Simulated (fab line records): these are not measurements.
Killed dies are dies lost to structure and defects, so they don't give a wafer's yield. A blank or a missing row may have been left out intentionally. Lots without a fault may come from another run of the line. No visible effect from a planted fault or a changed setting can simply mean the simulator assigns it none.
Chamber matching :: flow gf180mcu :: GF_V3_ETCH_16 on rie-diel-04 has 4 sister chambers
The step etches BARC in N2/H2. 7 wafers are shown with their chamber, then 7 later ones without.

WAFERS, EACH WITH ITS CHAMBER
wafer: L082.1
chamber: 2
drypump-motor-current-A (A): 5.3
throttle-valve-pct (%): 13.203

wafer: L082.3
chamber: 1
drypump-motor-current-A (A): 6.3
throttle-valve-pct (%): 13.226

wafer: L087.2
chamber: 1
drypump-motor-current-A (A): 6.3
throttle-valve-pct (%): 13.226

wafer: L087.5
chamber: 0
drypump-motor-current-A (A): 5.1
throttle-valve-pct (%): 13.229

wafer: L087.6
chamber: 3
drypump-motor-current-A (A): 5.2
throttle-valve-pct (%): 13.208

wafer: L088.4
chamber: 3
drypump-motor-current-A (A): 5.1
throttle-valve-pct (%): 13.234

wafer: L088.5
chamber: 0
drypump-motor-current-A (A): 5.1
throttle-valve-pct (%): 13.227

WAFERS WHOSE CHAMBER IS MISSING
wafer: L088.6
drypump-motor-current-A (A): 5.1
throttle-valve-pct (%): 13.237

wafer: L092.1
drypump-motor-current-A (A): 5.1
throttle-valve-pct (%): 13.238

wafer: L092.4
drypump-motor-current-A (A): 5.2
throttle-valve-pct (%): 13.233

wafer: L092.5
drypump-motor-current-A (A): 5.1
throttle-valve-pct (%): 13.219

wafer: L094.1
drypump-motor-current-A (A): 6.3
throttle-valve-pct (%): 13.230

wafer: L094.2
drypump-motor-current-A (A): 5.1
throttle-valve-pct (%): 13.236

wafer: L094.5
drypump-motor-current-A (A): 5.1
throttle-valve-pct (%): 13.215

THE CHAMBER EACH PASSED THROUGH
wafer: L088.6
from the rows above: can't be placed: 0 or 3
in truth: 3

wafer: L092.1
from the rows above: can't be placed: 0 or 3
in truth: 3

wafer: L092.4
from the rows above: can't be placed: 3 or 0
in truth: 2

wafer: L092.5
from the rows above: can't be placed: 0 or 3
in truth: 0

wafer: L094.1
from the rows above: 1
in truth: 1

wafer: L094.2
from the rows above: can't be placed: 0 or 3
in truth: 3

wafer: L094.5
from the rows above: can't be placed: 0 or 3
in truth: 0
1 of 7 placed correctly. Cannot be placed on the basis of these rows: 6; the candidates contain the true chamber in 5. Placed wrongly: 0.
How it was worked out, from the rows above alone: a wafer's distance from a chamber is the root of the sum, over the readings, of the square of ((its reading less the chamber's mean) divided by the reading's scatter). If the next closest chamber is less than 2 further off than the closest, the wafer can't be placed; otherwise it belongs to the closest. Each chamber's mean is taken over the wafers shown for it. The scatter is the square root of a quotient: the sum, over the shown wafers, of each reading's squared deviation from its chamber's mean, divided by wafers minus chambers.
